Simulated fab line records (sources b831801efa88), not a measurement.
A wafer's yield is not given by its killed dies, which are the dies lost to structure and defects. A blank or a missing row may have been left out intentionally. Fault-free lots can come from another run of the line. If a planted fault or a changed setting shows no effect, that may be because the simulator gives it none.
Comparing a struck lot with a sound one ; flow gf180mcu ; 19 out of 602 route steps
Sound: wafers L440.3, L440.4, L440.5. Struck: wafer L442.3 (left out: L442.2, L442.6 of the same lot, which were not struck); the cause appears at the end.
Each step with rows lists, per side, the tool, then ch with its chambers, then its first start. Under that, the readings that differ: sound wafers ; struck wafers ; difference of the means ; sigmas: that difference in standard deviations of wafers without a fault.
alike: words and numbers the same on both sides, and readings whose means are apart by under 2 such deviations; not compared: readings that were withheld, readings missing a value for some wafer, numbers with overlapping values and no deviation given by the record, and bounds like >300 which may hide the same value.
A row with sigmas, a row that says differs or no value, or rows on one side alone: a step with any of these is where the two part. Numbers that don't overlap but have no deviation are shown without sigmas and don't part them. A reading missing from all wafers of one side parts the sides only when that side holds two or more wafers.

first, 1 step without rows for these wafers: GF_DUAL_GATE_WET_ETCH_12 (etches SiO2 in dHF, target depth 13 nm, time 260 s).
GF_DUAL_GATE_STRIP_13: strips in O2/N2.
  sound on plasmaAsher-04 ch 0,1, day 12 02:19; struck on plasmaAsher-04 ch 1, day 12 08:19
  alike: drypumpMotorCurrentA, heaterPowerW, n2FlowSccm, o2FlowSccm, oesProductAu, stripTimeToEndpointS
  not compared: rfHoursCounterH
then, 3 steps without rows for these wafers: GF_DUAL_GATE_CLEAN_14 (cleans in SC1/SC2, time 150 s); GF_DUAL_GATE_OXIDATION_15 (stabilise 600 s, purge 300 s, target thk 7.098 nm); GF_POLY_GATE_CVD_00 (deposits poly-Si, target thk 200 nm, time 1200 s).
GF_POLY_GATE_THK_MEAS_01:
  sound on filmMetro-02, day 12 05:25; struck on filmMetro-04, day 12 11:34
  alike: POLY_GATE_CVD_00_THK
then, 6 steps without rows for these wafers: GF_POLY_GATE_DEHYDRATE_02 (time 60 s); GF_POLY_GATE_HMDS_03 (prime time 60 s); GF_POLY_GATE_COAT_04; GF_POLY_GATE_COAT_05 (resist thk 700 nm); GF_POLY_GATE_SOFTBAKE_06 (time 60 s); GF_POLY_GATE_EXPOSE_07 (exposes mask Poly2, target cd 280 nm).
GF_POLY_GATE_PEB_08: peb time 90 s.
  sound on lithoTrack-04 ch 0, day 13 00:56; struck on lithoTrack-04 ch 0, day 13 07:28
reading;sound;struck;difference;sigmas
resistLineTempC (C);23.02 23.03 22.94;22.79;-0.21;-2
then, 1 step without rows for these wafers: GF_POLY_GATE_DEVELOP_09 (develop time 60 s).
GF_POLY_GATE_CD_MEAS_10: target cd 280 nm.
  sound on cdSem-01, day 13 01:16; struck on cdSem-02, day 13 07:48
  alike: cdNm
GF_POLY_GATE_OVL_MEAS_11:
  sound on overlay-01, day 13 01:22; struck on overlay-02, day 13 07:54
  alike: POLY_GATE_OVL
GF_POLY_GATE_ETCH_12: etches BARC in N2/H2.
  sound on rieDiel-03 ch 2,3, day 13 01:23; struck on rieDiel-04 ch 1, day 13 07:56
reading;sound;struck;difference;sigmas
model.POLY_GATE.cdNm (nm);281.2 281 282.4;280;-2;
  alike: drypumpMotorCurrentA, n2FlowSccm, oesProductAu, throttleValvePct
GF_POLY_GATE_ETCH_13: etches poly-Si in HBr/Cl2, stops on SiO2, target depth 198.5 nm, time 69.6 s.
  sound on rieSi-02 ch 0,3, day 13 01:26; struck on rieSi-01 ch 1, day 13 07:59
reading;sound;struck;difference;sigmas
oesProductAu (a.u.);0.988 0.984 0.985;1.002;+0.016;+2
  alike: drypumpMotorCurrentA, throttleValvePct
  not compared: rfHoursCounterH
then, 1 step without rows for these wafers: GF_PASSIVATION_PROBE_99.

## WHERE THEY PART
First at GF_POLY_GATE_PEB_08; last, within this record, at GF_POLY_GATE_ETCH_13.

WHY: what the simulator had put in
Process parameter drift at GF_POLY_GATE_PEB_08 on lithoTrack-04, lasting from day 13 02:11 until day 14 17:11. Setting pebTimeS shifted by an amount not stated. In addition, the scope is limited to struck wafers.
